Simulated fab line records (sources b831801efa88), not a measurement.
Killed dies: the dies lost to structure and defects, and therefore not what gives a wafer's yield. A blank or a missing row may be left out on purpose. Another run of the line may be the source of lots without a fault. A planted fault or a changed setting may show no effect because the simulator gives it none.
fab line records ; flow sky130
record lots=12; wafers=36; last_day=50
route steps=708 shown CONTACT@406
lots that met no fault: from a run of the same line without faults
start_h: the number of hours between the record's first day and the start of the first shown wafer of the lot ; wait_h: hours since the lot's step before ; " unchanged from the row above ; L1.1+2: a row that stands for several wafers ; - value missing, or start not given ; * or withheld: withheld ; < > ~ a bound
route shown NAME@n: names a module that has steps shown in the file, with the first one's number in the route ; usual: mean/standard deviation of fault-free wafers ; same: alike in all rows ; chamber/n: place in a boat ; sites: readings site by site ; _std_site: standard deviation of those values ; _edge_site: outer sites' mean less inner sites' ; radius_mm: for every site, how far away it sits from the centre of the wafer ; mask NAME#n: copy n ; behind: the tool/chamber that last shaped the wafer ; hold: what put the lot on hold/how long, in hours/how the hold closed ; device: names the non-switching transistor (n, p or np) ; end of line: the tests these same wafers got at the end of their route ; a step with no rows: only its recipe ; killed: count of dies lost to structure and defects at first sort (not the wafer's yield) ; map: the dies of a wafer, with x for killed, . for not killed, _ for no die there
set.NAME: the setting that was run; set.NAME@STEP: the one run at that earlier step ; model.NAME: the simulator's own value behind a step, which no gauge read
steps of the route over a sample of lots; a table a step, a row a wafer
services: the hour from which a tool's chamber was out of use, counted from the record's first day as start_h (under 0 if before that day), plus the number of hours and why
## steps
# step SKY_CONTACT_CVD_00
# recipe material=Si3N4; target_thk_nm=75; temp_c=400; time_s=withheld; rf_w=450
# usual heater_power_w=684/79
lot.wafer;tool;chamber;start_h;wait_h;heater_power_w
L804.3;pecvd-02;0;700.63;0.0;690
L804.5;pecvd-02;1;700.63;0.0;658
L804.6;pecvd-02;2;700.63;0.0;737
L805.3;pecvd-04;1;707.45;0.0;675
L805.5;pecvd-04;2;707.45;0.0;877
L805.6;pecvd-04;0;707.45;0.0;692
L807.1;pecvd-04;1;722.33;0.0;576
L807.4;pecvd-04;2;722.33;0.0;836
L807.5;pecvd-04;0;722.33;0.0;588
L808.1;pecvd-03;1;729.39;0.0;509
L808.4;pecvd-03;0;729.39;0.0;695
L808.5;pecvd-03;1;729.39;0.0;534
L809.2;pecvd-03;1;743.02;0.0;563
L809.5;pecvd-03;1;743.02;0.0;566
L809.6;pecvd-03;0;743.02;0.0;607
L810.1;pecvd-04;2;745.45;0.0;799
L810.3;pecvd-04;1;745.45;0.0;618
L810.4;pecvd-04;1;745.45;0.0;630
L811.3;pecvd-02;2;754.28;0.0;741
L811.4;pecvd-02;1;754.28;0.0;743
L811.6;pecvd-02;2;754.28;0.0;727
L820.1;pecvd-03;0;824.50;0.0;688
L820.4;pecvd-03;0;824.50;0.0;650
L820.5;pecvd-03;0;824.50;0.0;665
L821.2;pecvd-02;2;834.27;0.0;717
L821.3;pecvd-02;0;834.27;0.0;716
L821.4;pecvd-02;1;834.27;0.0;827
L824.3;pecvd-04;0;889.79;0.0;623
L824.4;pecvd-04;0;889.79;0.0;638
L824.6;pecvd-04;2;889.79;0.0;780
L825.1;pecvd-03;2;891.40;0.0;673
L825.3;pecvd-03;0;891.40;0.0;634
L825.6;pecvd-03;0;891.40;0.0;628
L826.2;pecvd-04;2;897.25;0.0;851
L826.3;pecvd-04;1;897.25;0.0;711
L826.4;pecvd-04;0;897.25;0.0;701
# step SKY_CONTACT_THK_MEAS_03
# recipe reads=SiO2_of_CONTACT_HDPCVD_02
# usual CONTACT_HDPCVD_THK=565/6.7
lot.wafer;tool;chamber;start_h;wait_h;CONTACT_HDPCVD_THK[nm]
L804.3;film_metro-03;-;700.81;0.1;564
L804.5;film_metro-03;-;700.81;0.1;554
L804.6;film_metro-03;-;700.81;0.1;567
L805.3;film_metro-04;-;707.64;0.1;567
L805.5;film_metro-04;-;707.64;0.1;566
L805.6;film_metro-04;-;707.64;0.1;564
L807.1;film_metro-01;-;722.49;0.0;561
L807.4;film_metro-01;-;722.49;0.0;567
L807.5;film_metro-01;-;722.49;0.0;569
L808.1;film_metro-03;-;729.55;0.0;567
L808.4;film_metro-03;-;729.55;0.0;551
L808.5;film_metro-03;-;729.55;0.0;548
L809.2;film_metro-03;-;743.20;0.0;562
L809.5;film_metro-03;-;743.20;0.0;565
L809.6;film_metro-03;-;743.20;0.0;561
L810.1;film_metro-03;-;745.61;0.0;565
L810.3;film_metro-03;-;745.61;0.0;569
L810.4;film_metro-03;-;745.61;0.0;579
L811.3;film_metro-01;-;754.46;0.1;559
L811.4;film_metro-01;-;754.46;0.1;577
L811.6;film_metro-01;-;754.46;0.1;572
L820.1;film_metro-01;-;824.68;0.0;557
L820.4;film_metro-01;-;824.68;0.0;571
L820.5;film_metro-01;-;824.68;0.0;564
L821.2;film_metro-01;-;834.44;0.0;563
L821.3;film_metro-01;-;834.44;0.0;573
L821.4;film_metro-01;-;834.44;0.0;556
L824.3;film_metro-03;-;889.97;0.1;559
L824.4;film_metro-03;-;889.97;0.1;554
L824.6;film_metro-03;-;889.97;0.1;562
L825.1;film_metro-01;-;891.56;0.0;571
L825.3;film_metro-01;-;891.56;0.0;572
L825.6;film_metro-01;-;891.56;0.0;573
L826.2;film_metro-04;-;897.43;0.0;570
L826.3;film_metro-04;-;897.43;0.0;566
L826.4;film_metro-04;-;897.43;0.0;567
# step SKY_CONTACT_COAT_08
# recipe resist=BARC; temp_c=withheld; time_s=withheld; spin_rpm=3000; resist_thk_nm=60
# usual exhaust_pa=45.0/0.9; spin_speed_rpm=2999.6/2.5
lot.wafer;tool;chamber;start_h;wait_h;exhaust_pa;spin_speed_rpm
L804.3;litho_track-01;0;713.77;0.1;44.3;3002.3
L804.5;litho_track-01;0;713.77;0.1;46.4;2997.2
L804.6;litho_track-01;0;713.77;0.1;46.1;3001.9
L805.3;litho_track-01;0;721.02;0.1;44.5;2998.4
L805.5;litho_track-01;0;721.02;0.1;44.3;2999.4
L805.6;litho_track-01;0;721.02;0.1;44.0;2997.8
L807.1;litho_track-01;0;736.22;0.1;44.1;2995.9
L807.4;litho_track-01;0;736.22;0.1;43.7;2996.9
L807.5;litho_track-01;0;736.22;0.1;44.5;2994.7
L808.1;litho_track-02;0;742.88;0.1;46.5;3000.1
L808.4;litho_track-02;0;742.88;0.1;44.2;3001.4
L808.5;litho_track-02;0;742.88;0.1;45.2;2996.4
L809.2;litho_track-01;0;756.95;0.1;47.9;2997.1
L809.5;litho_track-01;0;756.95;0.1;46.0;2997.6
L809.6;litho_track-01;0;756.95;0.1;46.2;2998.0
L810.1;litho_track-01;0;761.12;0.1;42.6;3001.0
L810.3;litho_track-01;0;761.12;0.1;43.4;3001.4
L810.4;litho_track-01;0;761.12;0.1;44.2;3002.8
L811.3;litho_track-01;0;768.82;0.1;43.9;2995.5
L811.4;litho_track-01;0;768.82;0.1;46.3;2996.4
L811.6;litho_track-01;0;768.82;0.1;44.9;2994.3
L820.1;litho_track-01;0;838.12;0.1;45.8;3000.9
L820.4;litho_track-01;0;838.12;0.1;45.3;2998.3
L820.5;litho_track-01;0;838.12;0.1;44.9;2996.2
L821.2;litho_track-02;0;848.21;0.1;43.5;3003.2
L821.3;litho_track-02;0;848.21;0.1;44.2;3002.5
L821.4;litho_track-02;0;848.21;0.1;43.7;3004.1
L824.3;litho_track-02;0;902.98;0.1;45.7;2995.4
L824.4;litho_track-02;0;902.98;0.1;47.0;2995.4
L824.6;litho_track-02;0;902.98;0.1;44.9;3000.3
L825.1;litho_track-02;0;904.53;0.1;46.1;2993.2
L825.3;litho_track-02;0;904.53;0.1;44.5;2997.5
L825.6;litho_track-02;0;904.53;0.1;44.5;2999.5
L826.2;litho_track-01;0;910.00;0.1;44.2;2997.1
L826.3;litho_track-01;0;910.00;0.1;44.4;3002.0
L826.4;litho_track-01;0;910.00;0.1;45.0;2998.2
# step SKY_CONTACT_ETCH_16
# recipe chemistry=N2/H2; target=BARC; ion_energy_ev=200; source_w=500; bias_w=100; pressure_mtorr=30; n2_flow_sccm=100; h2_flow_sccm=200; stop_on=SiO2; time_s=45.9; target_depth_a=600
# usual bias_w=100.03/0.28; drypump_motor_current_A=5.7/0.34; h2_flow_sccm=200.0/0.58; oes_product_au=0.855/0.0049; throttle_valve_pct=13.225/0.0089
lot.wafer;tool;chamber;start_h;wait_h;bias_w;drypump_motor_current_A;h2_flow_sccm;oes_product_au;rf_hours_counter_h;throttle_valve_pct
L804.3;rie_diel-04;2;727.91;0.0;100.08;6.0;201.3;0.856;14;13.215
L804.5;rie_diel-04;2;727.91;0.0;99.75;6.0;201.2;0.862;-;13.218
L804.6;rie_diel-04;1;727.91;0.0;100.09;5.7;200.3;0.865;-;13.211
L805.3;rie_diel-03;3;734.58;0.0;99.66;5.7;199.9;0.856;5;13.222
L805.5;rie_diel-03;0;734.58;0.0;100.28;5.7;200.3;0.852;-;13.236
L805.6;rie_diel-03;3;734.58;0.0;99.86;5.8;200.0;0.855;-;13.208
L807.1;rie_diel-03;3;750.78;0.0;99.86;5.8;199.0;0.854;5;13.226
L807.4;rie_diel-03;1;750.78;0.0;99.92;6.4;200.5;0.848;10;13.229
L807.5;rie_diel-03;0;750.78;0.0;99.79;5.7;199.5;0.858;-;13.237
L808.1;rie_diel-02;2;756.99;0.0;99.73;5.8;199.6;0.857;12;13.221
L808.4;rie_diel-02;3;756.99;0.0;100.19;5.0;198.8;0.855;16;13.235
L808.5;rie_diel-02;0;756.99;0.0;99.90;5.5;199.5;0.854;-;13.223
L809.2;rie_diel-03;3;771.26;0.0;100.30;5.7;200.3;0.855;6;13.234
L809.5;rie_diel-03;2;771.26;0.0;99.64;5.8;199.9;0.854;-;13.227
L809.6;rie_diel-03;1;771.26;0.0;100.25;6.4;199.7;0.854;-;13.214
L810.1;rie_diel-03;2;774.88;0.0;100.23;5.7;200.6;0.861;14;13.237
L810.3;rie_diel-03;0;774.88;0.0;99.69;5.7;199.9;0.875;6;13.207
L810.4;rie_diel-03;1;774.88;0.0;99.96;6.4;199.9;0.852;10;13.231
L811.3;rie_diel-04;0;782.78;0.0;100.12;5.7;200.5;0.873;7;13.229
L811.4;rie_diel-04;3;782.78;0.0;100.14;5.5;199.0;0.858;14;13.216
L811.6;rie_diel-04;2;782.78;0.0;100.14;6.0;200.5;0.876;-;13.241
L820.1;rie_diel-03;2;852.43;0.0;100.03;5.8;200.1;0.850;17;13.221
L820.4;rie_diel-03;0;852.43;0.0;99.65;5.7;199.6;0.850;9;13.214
L820.5;rie_diel-03;3;852.43;0.0;100.30;5.8;200.3;0.852;-;13.221
L821.2;rie_diel-04;2;861.73;0.0;100.10;6.0;199.2;0.852;18;13.222
L821.3;rie_diel-04;1;861.73;0.0;100.15;5.7;200.4;0.851;22;13.223
L821.4;rie_diel-04;3;861.73;0.0;99.73;5.5;199.4;0.856;17;13.225
L824.3;rie_diel-02;2;915.66;0.0;99.73;5.7;200.4;0.863;17;13.226
L824.4;rie_diel-02;1;915.66;0.0;99.78;6.3;199.4;0.855;23;13.247
L824.6;rie_diel-02;3;915.66;0.0;99.81;5.0;200.6;0.859;-;13.227
L825.1;rie_diel-02;0;917.34;0.0;99.61;5.6;200.3;0.859;1;13.223
L825.3;rie_diel-02;1;917.34;0.0;100.03;6.3;199.4;0.858;23;13.253
L825.6;rie_diel-02;0;917.34;0.0;100.00;5.6;200.4;0.860;-;13.220
L826.2;rie_diel-02;2;923.00;0.0;99.80;5.7;199.2;0.862;17;13.223
L826.3;rie_diel-02;0;923.00;0.0;99.66;5.5;198.9;0.860;1;13.235
L826.4;rie_diel-02;1;923.00;0.0;100.09;6.3;200.3;0.846;23;13.234
# step SKY_CONTACT_CVD_24
# recipe material=W; target_thk_nm=340; time_s=102.12; temp_c=400; pressure_torr=40
# usual heater_power_w=860/92
lot.wafer;tool;chamber;start_h;wait_h;heater_power_w
L804.3;cvd_w-02;0;728.74;0.1;981
L804.5;cvd_w-02;0;728.74;0.1;996
L804.6;cvd_w-02;1;728.74;0.1;830
L805.3;cvd_w-02;1;735.40;0.1;835
L805.5;cvd_w-02;0;735.40;0.1;984
L805.6;cvd_w-02;1;735.40;0.1;828
L807.1;cvd_w-01;0;751.56;0.0;743
L807.4;cvd_w-01;1;751.56;0.0;889
L807.5;cvd_w-01;1;751.56;0.0;894
L808.1;cvd_w-01;1;757.81;0.0;920
L808.4;cvd_w-01;1;757.81;0.0;901
L808.5;cvd_w-01;1;757.81;0.0;881
L809.2;cvd_w-01;1;772.04;0.0;875
L809.5;cvd_w-01;1;772.04;0.0;887
L809.6;cvd_w-01;0;772.04;0.0;742
L810.1;cvd_w-01;0;775.69;0.0;737
L810.3;cvd_w-01;0;775.69;0.0;748
L810.4;cvd_w-01;1;775.69;0.0;899
L811.3;cvd_w-02;0;783.64;0.1;990
L811.4;cvd_w-02;1;783.64;0.1;831
L811.6;cvd_w-02;1;783.64;0.1;810
L820.1;cvd_w-02;1;853.21;0.0;833
L820.4;cvd_w-02;1;853.21;0.0;830
L820.5;cvd_w-02;0;853.21;0.0;980
L821.2;cvd_w-01;1;862.51;0.0;904
L821.3;cvd_w-01;1;862.51;0.0;874
L821.4;cvd_w-01;0;862.51;0.0;744
L824.3;cvd_w-02;1;916.48;0.1;844
L824.4;cvd_w-02;0;916.48;0.1;1013
L824.6;cvd_w-02;0;916.48;0.1;995
L825.1;cvd_w-01;1;918.16;0.0;854
L825.3;cvd_w-01;1;918.16;0.0;821
L825.6;cvd_w-01;1;918.16;0.0;821
L826.2;cvd_w-01;0;923.81;0.0;729
L826.3;cvd_w-01;1;923.81;0.0;835
L826.4;cvd_w-01;0;923.81;0.0;735
## services
tool;chamber;start_h;hours;kind
rie_diel-04;3;683.86;40.2;repair
rie_diel-03;-;683.91;0.3;repair
rie_diel-02;0;692.55;27.0;repair
pecvd-03;2;710.47;5.5;scheduled_down
cvd_w-02;-;753.79;2.3;repair
rie_diel-02;3;768.92;11.6;repair
rie_diel-04;3;785.62;1.3;repair
rie_diel-02;1;800.10;1.3;repair
rie_diel-02;3;823.65;17.4;repair
rie_diel-03;0;828.18;4.8;repair
pecvd-04;-;833.98;1.4;repair
cvd_w-02;1;840.23;8.4;repair
pecvd-04;-;851.24;0.5;repair
rie_diel-04;2;851.65;6.2;repair
rie_diel-04;-;864.37;2.8;pm
pecvd-04;0;872.73;2.1;scheduled_down
rie_diel-04;0;886.69;42.2;repair
cvd_w-01;-;904.00;14.0;pm
cvd_w-01;0;904.00;14.0;vent_cycle
cvd_w-01;1;904.00;14.0;vent_cycle
rie_diel-03;-;911.26;15.6;pm
pecvd-03;0;916.35;21.4;repair
cvd_w-01;0;918.00;-;clean
cvd_w-01;1;918.00;-;clean
## key
first_sign step=SKY_CONTACT_ETCH_16; reading=oes_product_au; direction=up; sigmas=4; usual=0.855; struck=0.874
effect none on later readings
met_at SKY_CONTACT_COAT_08
struck_lots L810,L811
struck_wafers L810.3,L811.3,L811.6
tester_left_out L810,L811
not_acting_at SKY_CONTACT_CVD_00,SKY_CONTACT_THK_MEAS_03,SKY_CONTACT_CVD_24
onset_between 756.95 761.12
fault kind=process_parameter_drift; tool=litho_track-01; chamber=-; onset_h=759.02; steps=SKY_CONTACT_COAT_08; channel=resist_thk_nm; offset=2.1525; shape=step; end_h=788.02; scope=struck_wafers_only; acts_in=these_recipes_only; stated=60
# tester_left_out: of these lots the tester's yield and bins aren't shown, on N5 and GAA mostly nor the transistor test; their killed dies are dies lost to structure and defects alone, not to doping, threshold or leakage, so they don't give the yield
